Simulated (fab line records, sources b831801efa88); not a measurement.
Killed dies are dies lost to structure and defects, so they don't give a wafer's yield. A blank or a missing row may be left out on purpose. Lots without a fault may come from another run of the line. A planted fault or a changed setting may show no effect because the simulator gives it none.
A struck lot beside a sound one | flow sky130 | 21 steps out of a route of 708
Sound: wafers L591.4, L591.5, L591.6. Struck: wafers L593.2, L593.4, L593.5. The cause comes at the end.
At each step with rows: each side's tool, then ch and its chambers, then its first start. Under that, the readings that differ: sound wafers | struck wafers | difference of the means | sigmas: that difference in standard deviations of wafers without a fault.
alike: readings whose means differ by less than 2 such deviations, and words and numbers that are the same on both sides. not compared: withheld readings, readings that some wafer has no value for, bounds like >300 that may hide the same value, and numbers for which the record gives no deviation and whose values overlap.
The two part at a step that has a row with sigmas, a row that says differs or no value, or rows on one side only. Numbers that don't overlap but have no deviation are shown without sigmas and don't part them. A reading that every wafer of one side lacks parts them only if that side has two wafers or more.

first, 3 steps without rows for these wafers: SKY_POLY_CUT_EXPOSE_05 (exposes mask NPCM, target cd 270 nm); SKY_POLY_CUT_PEB_06; SKY_POLY_CUT_DEVELOP_07 (develop time 60 s).
SKY_POLY_CUT_CD_MEAS_08: target cd 270 nm.
  sound on cd_sem-01, day 25 09:54; struck on cd_sem-02, day 25 23:58
  alike: cd_nm
SKY_POLY_CUT_OVL_MEAS_09:
  sound on overlay-02, day 25 09:59; struck on overlay-01, day 26 00:04
  alike: POLY_CUT_OVL
SKY_POLY_CUT_ETCH_10: etches BARC in N2/H2, stops on SiO2, time 45.9 s, target depth 60 nm.
  sound on rie_diel-04 ch 0,1,3, day 25 10:01; struck on rie_diel-04 ch 0,3, day 26 00:06
  alike: drypump_motor_current_A, oes_product_au, throttle_valve_pct
  not compared: rf_hours_counter_h
SKY_POLY_CUT_ETCH_11: etches Si3N4 in CF4/CH2F2/Ar, stops on poly-Si, time 42.5 s, target depth 60 nm.
  sound on rie_diel-04 ch 0,1,3, day 25 10:04; struck on rie_diel-04 ch 0,3, day 26 00:08
  alike: ch2f2_flow_sccm, drypump_motor_current_A, oes_product_au, throttle_valve_pct
  not compared: rf_hours_counter_h
SKY_POLY_CUT_STRIP_12: strips in O2/N2.
  sound on plasma_asher-03 ch 0,1, day 25 10:07; struck on plasma_asher-04 ch 0,1, day 26 00:11
  alike: drypump_motor_current_A, oes_product_au, strip_time_to_endpoint_s
  not compared: rf_hours_counter_h
then, 4 steps without rows for these wafers: SKY_SD_P_DEHYDRATE_00 (time 60 s); SKY_SD_P_HMDS_01 (prime time 60 s); SKY_SD_P_COAT_02 (resist thk 1140 nm); SKY_SD_P_SOFTBAKE_03 (time 60 s).
SKY_SD_P_EXPOSE_04: exposes mask PSDM, target cd 380 nm.
  sound on iline_stepper-02 ch 0, day 26 00:47; struck on iline_stepper-02 ch 0, day 26 15:10
  reading | sound                | struck               | difference | sigmas
  mask    | PSDM#0 PSDM#0 PSDM#0 | NSDM#0 NSDM#0 NSDM#0 | differs    |
then, 2 steps without rows for these wafers: SKY_SD_P_PEB_05; SKY_SD_P_DEVELOP_06 (develop time 60 s).
SKY_SD_P_CD_MEAS_07: target cd 380 nm.
  sound on cd_sem-01, day 26 15:22; struck on cd_sem-02, day 27 05:08
  reading    | sound             | struck | difference                    | sigmas
  cd_nm (nm) | 381.3 383.9 382.3 | - - -  | no value on the struck wafers |
SKY_SD_P_OVL_MEAS_08:
  sound on overlay-01, day 26 15:27; struck on overlay-02, day 27 05:14
  reading       | sound        | struck | difference                    | sigmas
  SD_P_OVL (nm) | -0.1 2.2 0.2 | - - -  | no value on the struck wafers |
then, 1 step without rows for these wafers: SKY_SD_P_IMPLANT_09.
SKY_SD_P_STRIP_10: strips in O2/N2.
  sound on plasma_asher-02 ch 0,1, day 26 15:39; struck on plasma_asher-01 ch 0,1, day 27 05:25
  alike: drypump_motor_current_A, oes_product_au, strip_time_to_endpoint_s
  not compared: rf_hours_counter_h
SKY_SD_P_TW_MEAS_11:
  sound on film_metro-01, day 26 15:45; struck on film_metro-02, day 27 05:45
  reading | sound          | struck   | difference | sigmas
  SD_P_TW | 2804 2814 2801 | 31 31 31 | -2775      | -84
  not compared: hold
SKY_PAD_OPEN_PROBE_99:
  the record has rows for the sound wafers here (prober-01, day 46 14:06) and none for the struck ones

WHERE THEY PART
First at SKY_SD_P_EXPOSE_04; last, within this record, at SKY_PAD_OPEN_PROBE_99.

WHY: what the simulator had put in
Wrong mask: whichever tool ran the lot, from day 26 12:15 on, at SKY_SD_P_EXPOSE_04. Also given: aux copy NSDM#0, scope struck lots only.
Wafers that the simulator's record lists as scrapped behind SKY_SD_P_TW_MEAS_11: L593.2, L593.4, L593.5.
